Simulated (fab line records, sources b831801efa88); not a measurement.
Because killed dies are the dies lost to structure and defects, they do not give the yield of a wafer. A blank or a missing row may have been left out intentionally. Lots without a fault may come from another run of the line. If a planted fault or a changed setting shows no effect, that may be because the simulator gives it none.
What tool caused it? :: flow sky130 :: Sampling: 11 lots, 33 wafers, 4 of 708 route steps

== WHAT THE GAUGES READ, wafer by wafer ==
SKY_CAPM_THK_MEAS_01.
lot: L725
measured: day 36 22:46
on: filmMetro-04
CAPM_CVD_00_THK (nm): 15.23 15.41 15.72

lot: L729
measured: day 37 15:16
on: filmMetro-04
CAPM_CVD_00_THK (nm): 15.26 15.62 15.53

lot: L731
measured: day 38 04:56
on: filmMetro-02
CAPM_CVD_00_THK (nm): 15.74 15.95 15.57

lot: L733
measured: day 38 22:50
on: filmMetro-02
CAPM_CVD_00_THK (nm): 15.08 15.62 15.27

lot: L735
measured: day 39 11:54
on: filmMetro-01
CAPM_CVD_00_THK (nm): 13.20 13.67 13.45

lot: L736
measured: day 39 17:16
on: filmMetro-01
CAPM_CVD_00_THK (nm): 13.39 13.50 13.47

lot: L737
measured: day 39 23:31
on: filmMetro-04
CAPM_CVD_00_THK (nm): 15.31 15.50 15.68

lot: L738
measured: day 40 11:48
on: filmMetro-04
CAPM_CVD_00_THK (nm): 13.50 13.95 13.82

lot: L744
measured: day 42 06:58
on: filmMetro-01
CAPM_CVD_00_THK (nm): 15.64 15.86 15.79

lot: L745
measured: day 42 14:09
on: filmMetro-04
CAPM_CVD_00_THK (nm): 15.49 15.63 15.70

lot: L746
measured: day 43 05:38
on: filmMetro-02
CAPM_CVD_00_THK (nm): 15.08 15.35 15.43

== WHICH TOOL RAN EACH LOT (tool, then ch and the chambers of the sampled wafers, then the start) ==
lot: L725
SKY_VIA2_CVD_21: cvdW-02 ch 0,1, day 36 21:59
SKY_METAL3_SPUTTER_04: pvdSputter-04, day 36 22:42
SKY_CAPM_CVD_00: pecvd-02 ch 0,1,2, day 36 22:45

lot: L729
SKY_VIA2_CVD_21: cvdW-01 ch 0,1, day 37 14:29
SKY_METAL3_SPUTTER_04: pvdSputter-01, day 37 15:10
SKY_CAPM_CVD_00: pecvd-04 ch 1,2, day 37 15:13

lot: L731
SKY_VIA2_CVD_21: cvdW-01 ch 0,1, day 38 04:08
SKY_METAL3_SPUTTER_04: pvdSputter-02, day 38 04:52
SKY_CAPM_CVD_00: pecvd-04 ch 0,2, day 38 04:55

lot: L733
SKY_VIA2_CVD_21: cvdW-02 ch 0,1, day 38 22:03
SKY_METAL3_SPUTTER_04: pvdSputter-02, day 38 22:46
SKY_CAPM_CVD_00: pecvd-01 ch 0,1,2, day 38 22:49

lot: L735
SKY_VIA2_CVD_21: cvdW-01 ch 0,1, day 39 11:06
SKY_METAL3_SPUTTER_04: pvdSputter-04, day 39 11:49
SKY_CAPM_CVD_00: pecvd-04 ch 1,2, day 39 11:52

lot: L736
SKY_VIA2_CVD_21: cvdW-02 ch 0,1, day 39 16:29
SKY_METAL3_SPUTTER_04: pvdSputter-02, day 39 17:10
SKY_CAPM_CVD_00: pecvd-04 ch 0,1,2, day 39 17:13

lot: L737
SKY_VIA2_CVD_21: cvdW-01 ch 0,1, day 39 22:44
SKY_METAL3_SPUTTER_04: pvdSputter-04, day 39 23:25
SKY_CAPM_CVD_00: pecvd-01 ch 0,1,2, day 39 23:28

lot: L738
SKY_VIA2_CVD_21: cvdW-02 ch 0,1, day 40 11:00
SKY_METAL3_SPUTTER_04: pvdSputter-01, day 40 11:43
SKY_CAPM_CVD_00: pecvd-04 ch 0,2, day 40 11:46

lot: L744
SKY_VIA2_CVD_21: cvdW-02 ch 0,1, day 42 06:11
SKY_METAL3_SPUTTER_04: pvdSputter-01, day 42 06:52
SKY_CAPM_CVD_00: pecvd-01 ch 1,2, day 42 06:55

lot: L745
SKY_VIA2_CVD_21: cvdW-02 ch 0,1, day 42 13:23
SKY_METAL3_SPUTTER_04: pvdSputter-01, day 42 14:04
SKY_CAPM_CVD_00: pecvd-02 ch 0,1,2, day 42 14:07

lot: L746
SKY_VIA2_CVD_21: cvdW-02 ch 0,1, day 43 04:50
SKY_METAL3_SPUTTER_04: pvdSputter-01, day 43 05:34
SKY_CAPM_CVD_00: pecvd-01 ch 0,2, day 43 05:37
- SKY_VIA2_CVD_21: deposits W, target thk 420 nm, time 126.4 s.
- SKY_METAL3_SPUTTER_04: material TiN, target thk 70 nm, time 58.3 s.
- SKY_CAPM_CVD_00: deposits SiO2, target thk 15.5 nm.

== THE ANSWER, worked out from the rows above alone ==
Rule: the usual values come from the lots themselves. The widest of any qualifying gaps counts: lots, ordered by their means at a reading, are off when they make up no more than a third of the lots, leave a main group of 4 or more, and stand apart from it by 3 or more times the standard deviation of that group's means. The tables above print the reading to a certain number of digits; a main group whose means all agree to those digits is not used. A lot without any number at a reading at which 4 lots or more have one is off too. Where the step has rows for the other lots, those lots are counted as sound.
Off: at SKY_CAPM_THK_MEAS_01 (CAPM_CVD_00_THK), L735, L736, L738. The main group has a mean of 15.52 nm with a standard deviation of 0.17.
A tool fits if, at a process step before that reading, it ran every lot that is off, and no sound lot after the first of them. Those tools and the gauges at SKY_CAPM_THK_MEAS_01 are tried in the same way. One fits: pecvd-04 at SKY_CAPM_CVD_00. Its last sound lot is L731 (day 38 04:55), its first lot that is off L735 (day 39 11:52): a fault that began between those two fits.

== WHAT HAD BEEN PUT IN BY THE SIMULATOR ==
Site profile drift: pecvd-04, from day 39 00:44 on, at SKY_CAPM_CVD_00. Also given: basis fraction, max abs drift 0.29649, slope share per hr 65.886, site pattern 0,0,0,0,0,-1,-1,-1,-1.
Struck lots among those shown: L735, L736, L738. The rule above found the same.
